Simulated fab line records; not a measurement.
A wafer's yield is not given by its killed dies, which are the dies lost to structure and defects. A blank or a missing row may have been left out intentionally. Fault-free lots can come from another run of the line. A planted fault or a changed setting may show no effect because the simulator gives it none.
fab line records ; flow sky130
record: lots: 7; wafers: 21; last_day: 50
route steps=708 shown METAL4@637 VIA4@639
lots that met no fault: taken from a fault-free run of the same line
start_h: hours from the record's opening day to when the first of the lot's shown wafers began ; wait_h: hours elapsed since this lot's preceding step ; " the same as in the row above ; L1.1+2: a single row standing in for several wafers ; - no value, or no start was given ; * or withheld: withheld ; < > ~ a bound
route shown NAME@n: NAME is a module with steps in the file, n the number in the route of the first one ; usual: the fault-free wafers' mean and standard deviation ; same: alike in all rows ; chamber/n: place in a boat ; sites: each site's reading ; _std_site: standard deviation of those values ; _edge_site: mean of outer sites minus mean of inner sites ; radius_mm: for every site, how far away it sits from the centre of the wafer ; mask NAME#n: copy n ; behind: the most recent tool/chamber to have shaped the wafer ; hold: the reason the lot was held/the length of the hold in hours/how it ended ; device: transistor that didn't switch, given as n, p or np ; end of line: tests of these same wafers at the route's end ; a step with no rows: only its recipe ; killed: dies that structure and defects cost at the first sort, which is not the same as the wafer's yield ; map: a wafer's dies, marking killed ones x, the rest . and places with no die _
set.NAME: the setting that was run; set.NAME@STEP: the one run at that earlier step ; model.NAME: the simulator's own value behind a step, which no gauge read
lots at some steps of the route; a table a step, a row a wafer
services: a tool's chamber out of use, with start hour (start_h, from the record's first day; less than 0 if before it), hours out, and reason
== steps ==
step: SKY_METAL4_CLEAN_21
recipe: chemistry: IPA; time_s: 180; temp_c: 25
step: SKY_METAL4_CLEAN_22
recipe: chemistry: O3/DIW; dry: n2_spin
step: SKY_VIA4_HDPCVD_00
recipe: material: SiO2; target_thk_nm: 1750; sigma_open_frac: 0.3; time_s: 291.7; temp_c: 400; sih4_flow_sccm: 60; pressure_mtorr: 6
step: SKY_VIA4_THK_MEAS_01
recipe: reads: SiO2_of_VIA4_HDPCVD_00
usual: VIA4_HDPCVD_THK: 1735/20
lot.wafer;tool;chamber;start_h;wait_h;VIA4_HDPCVD_THK[nm]
L670.4;film_metro-01;-;1003.26;0.0;1725
L670.5;film_metro-01;-;1003.26;0.0;1727
L670.6;film_metro-01;-;1003.26;0.0;1700
L673.1;film_metro-03;-;1019.02;0.1;1704
L673.3;film_metro-03;-;1019.02;0.1;1744
L673.4;film_metro-03;-;1019.02;0.1;1721
L680.1;film_metro-04;-;1065.30;0.1;1749
L680.2;film_metro-04;-;1065.30;0.1;1734
L680.3;film_metro-04;-;1065.30;0.1;1729
L681.2;film_metro-01;-;1069.85;0.1;1730
L681.3;film_metro-01;-;1069.85;0.1;1720
L681.4;film_metro-01;-;1069.85;0.1;1726
L682.1;film_metro-04;-;1071.52;0.1;1764
L682.3;film_metro-04;-;1071.52;0.1;1737
L682.6;film_metro-04;-;1071.52;0.1;1717
L689.2;film_metro-04;-;1119.23;0.1;1717
L689.4;film_metro-04;-;1119.23;0.1;1726
L689.6;film_metro-04;-;1119.23;0.1;1727
L687.2;film_metro-03;-;1120.96;0.1;1687
L687.3;film_metro-03;-;1120.96;0.1;1726
L687.6;film_metro-03;-;1120.96;0.1;1696
step: SKY_VIA4_CMP_02
recipe: material: SiO2; down_force_psi: 4; platen_rpm: 60; pad_velocity_m_s: 0.94248
usual: motor_current_A: 12.2/1.9
lot.wafer;tool;chamber;start_h;wait_h;motor_current_A
L670.4;cmp-02;3;1003.29;0.0;16.2
L670.6;cmp-02;3;1003.29;0.0;15.3
L670.5;cmp-02;0;1003.29;0.0;11.2
L673.3;cmp-01;1;1019.08;0.0;11.8
L673.4;cmp-01;3;1019.08;0.0;12.9
L673.1;cmp-01;0;1019.08;0.0;13.7
L680.3;cmp-01;3;1065.48;0.1;12.5
L680.2;cmp-01;0;1065.48;0.1;12.7
L680.1;cmp-01;2;1065.48;0.1;11.9
L681.4;cmp-01;1;1069.90;0.0;11.3
L681.3;cmp-01;2;1069.90;0.0;11.7
L681.2;cmp-01;3;1069.90;0.0;13.3
L682.1;cmp-01;0;1071.63;0.1;13.5
L682.3;cmp-01;1;1071.63;0.1;11.5
L682.6;cmp-01;0;1071.63;0.1;13.8
L689.4;cmp-02;2;1119.33;0.1;11.9
L689.2;cmp-02;3;1119.33;0.1;15.3
L689.6;cmp-02;2;1119.33;0.1;12.7
L687.3;cmp-02;3;1121.08;0.1;15.7
L687.2;cmp-02;1;1121.08;0.1;9.5
L687.6;cmp-02;0;1121.08;0.1;11.0
step: SKY_VIA4_BOW_MEAS_03
recipe: mode: bow
usual: VIA4_BOW: 79/8.6
lot.wafer;tool;chamber;start_h;wait_h;VIA4_BOW[um]
L670.4;film_metro-01;-;1003.65;0.3;79
L670.5;film_metro-01;-;1003.65;0.3;90
L670.6;film_metro-01;-;1003.65;0.3;95
L673.1;film_metro-04;-;1019.38;0.1;76
L673.3;film_metro-04;-;1019.38;0.1;82
L673.4;film_metro-04;-;1019.38;0.1;76
L680.1;film_metro-01;-;1065.78;0.1;79
L680.2;film_metro-01;-;1065.78;0.1;92
L680.3;film_metro-01;-;1065.78;0.1;93
L681.2;film_metro-01;-;1070.22;0.2;73
L681.3;film_metro-01;-;1070.22;0.2;91
L681.4;film_metro-01;-;1070.22;0.2;67
L682.1;film_metro-04;-;1071.88;0.2;66
L682.3;film_metro-04;-;1071.88;0.2;75
L682.6;film_metro-04;-;1071.88;0.2;79
L689.2;film_metro-04;-;1119.60;0.2;77
L689.4;film_metro-04;-;1119.60;0.2;70
L689.6;film_metro-04;-;1119.60;0.2;73
L687.2;film_metro-01;-;1121.40;0.2;66
L687.3;film_metro-01;-;1121.40;0.2;90
L687.6;film_metro-01;-;1121.40;0.2;71
step: SKY_VIA4_DEHYDRATE_04
recipe: temp_c: 200; time_s: 60
step: SKY_VIA4_HMDS_05
recipe: prime_time_s: 60; prime_temp_c: 120
step: SKY_VIA4_COAT_06
recipe: resist: NOVOLAK; spin_rpm: 3000; resist_thk_nm: 1140
step: SKY_VIA4_SOFTBAKE_07
recipe: temp_c: 90; time_s: 60; resist: NOVOLAK
step: SKY_VIA4_EXPOSE_08
recipe: mask_id: VIM4; na: 0.6; source_shape: conventional; sigma_outer: 0.6; polarization: unpolarized; target_cd_nm: 800; dose_mj: 132
step: SKY_VIA4_PEB_09
recipe: temp_c: withheld; time_s: *; resist: NOVOLAK
step: SKY_VIA4_DEVELOP_10
recipe: resist: NOVOLAK; developer: TMAH; develop_time_s: 60; dev_temp_c: 23
usual: chill_plate_temp_C: 23.01/0.11; develop_time_s: 60/0; resist_line_temp_C: 23.00/0.1
lot.wafer;tool;chamber;start_h;wait_h;chill_plate_temp_C;develop_time_s;resist_line_temp_C
L670.4;litho_track-04;0;1026.04;0.1;23.07;60;22.92
L670.5;litho_track-04;0;1026.04;0.1;22.86;60;22.81
L670.6;litho_track-04;0;1026.04;0.1;22.92;60;23.02
L673.1;litho_track-02;0;1040.26;0.1;22.98;60;23.18
L673.3;litho_track-02;0;1040.26;0.1;23.19;60;23.01
L673.4;litho_track-02;0;1040.26;0.1;23.01;60;23.00
L680.1;litho_track-04;-;1086.01;0.1;-;-;-
L680.2;litho_track-04;-;1086.01;0.1;-;-;-
L680.3;litho_track-04;-;1086.01;0.1;-;-;-
L681.2;litho_track-04;-;1089.99;0.1;-;-;-
L681.3;litho_track-04;-;1089.99;0.1;-;-;-
L681.4;litho_track-04;-;1089.99;0.1;-;-;-
L682.1;litho_track-03;-;1092.05;0.1;-;-;-
L682.3;litho_track-03;-;1092.05;0.1;-;-;-
L682.6;litho_track-03;-;1092.05;0.1;-;-;-
L689.2;litho_track-02;0;1138.49;0.1;23.08;60;22.93
L689.4;litho_track-02;0;1138.49;0.1;23.00;60;22.92
L689.6;litho_track-02;0;1138.49;0.1;23.08;60;22.96
L687.2;litho_track-02;0;1139.59;0.1;23.07;60;22.94
L687.3;litho_track-02;0;1139.59;0.1;22.88;60;23.20
L687.6;litho_track-02;0;1139.59;0.1;23.22;60;23.13
step: SKY_VIA4_OVL_MEAS_11
usual: VIA4_OVL: -0.1/1.4
lot.wafer;tool;chamber;start_h;wait_h;VIA4_OVL[nm]
L670.4;overlay-02;-;1026.13;0.1;-1.0
L670.5;overlay-02;-;1026.13;0.1;1.1
L670.6;overlay-02;-;1026.13;0.1;0.7
L673.1;overlay-02;-;1040.41;0.1;0.2
L673.3;overlay-02;-;1040.41;0.1;1.3
L673.4;overlay-02;-;1040.41;0.1;-1.0
L680.1;overlay-01;-;1086.16;0.1;-
L680.2;overlay-01;-;1086.16;0.1;-
L680.3;overlay-01;-;1086.16;0.1;-
L681.2;overlay-01;-;1090.12;0.1;-
L681.3;overlay-01;-;1090.12;0.1;-
L681.4;overlay-01;-;1090.12;0.1;-
L682.1;overlay-01;-;1092.20;0.1;-
L682.3;overlay-01;-;1092.20;0.1;-
L682.6;overlay-01;-;1092.20;0.1;-
L689.2;overlay-02;-;1138.62;0.1;-2.5
L689.4;overlay-02;-;1138.62;0.1;-3.1
L689.6;overlay-02;-;1138.62;0.1;-1.4
L687.2;overlay-01;-;1139.72;0.1;-2.5
L687.3;overlay-01;-;1139.72;0.1;-0.3
L687.6;overlay-01;-;1139.72;0.1;-0.4
== services ==
tool;chamber;start_h;hours;kind
cmp-02;-;1005.00;1.9;repair
cmp-01;-;1017.02;1.7;repair
cmp-01;-;1022.14;8.7;pm
cmp-01;-;1057.03;0.6;repair
cmp-01;-;1074.24;0.7;repair
cmp-01;-;1098.36;1.2;repair
cmp-01;-;1099.53;4.0;pm
cmp-01;-;1103.53;-;consumable_replace:conditioner
cmp-01;-;1103.53;-;consumable_replace:pad
cmp-02;-;1104.33;0.6;repair
cmp-01;-;1109.59;1.2;repair
cmp-02;-;1112.76;1.6;repair
cmp-01;-;1120.21;12.0;pm
cmp-01;-;1137.78;4.3;pm
== key ==
first_sign: step: SKY_VIA4_DEVELOP_10; reading: tool_record; direction: missing
effect none on later readings
met_at SKY_VIA4_DEVELOP_10
struck_wafers L680.1,L680.2,L680.3,L681.2,L681.3,L681.4,L682.1,L682.3,L682.6
later_rows_left_out L680.1,L680.2,L680.3,L681.2,L681.3,L681.4,L682.1,L682.3,L682.6
sort_left_out L680.1,L680.2,L680.3,L681.2,L681.3,L681.4,L682.1,L682.3,L682.6
onset_between 1026.04 1086.01
fault: kind: skipped_step_whole; tool: litho_track-03,litho_track-04; chamber: -; onset_h: 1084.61; steps: SKY_VIA4_DEVELOP_10; scope: struck_lots_only
sort_left_out: the simulated sort isn't trusted on such a fault, so these wafers' sort isn't shown, and their yield isn't known
later_rows_left_out: the simulator's readings of these wafers behind a module that went badly wrong aren't trusted and aren't shown, but for the sort
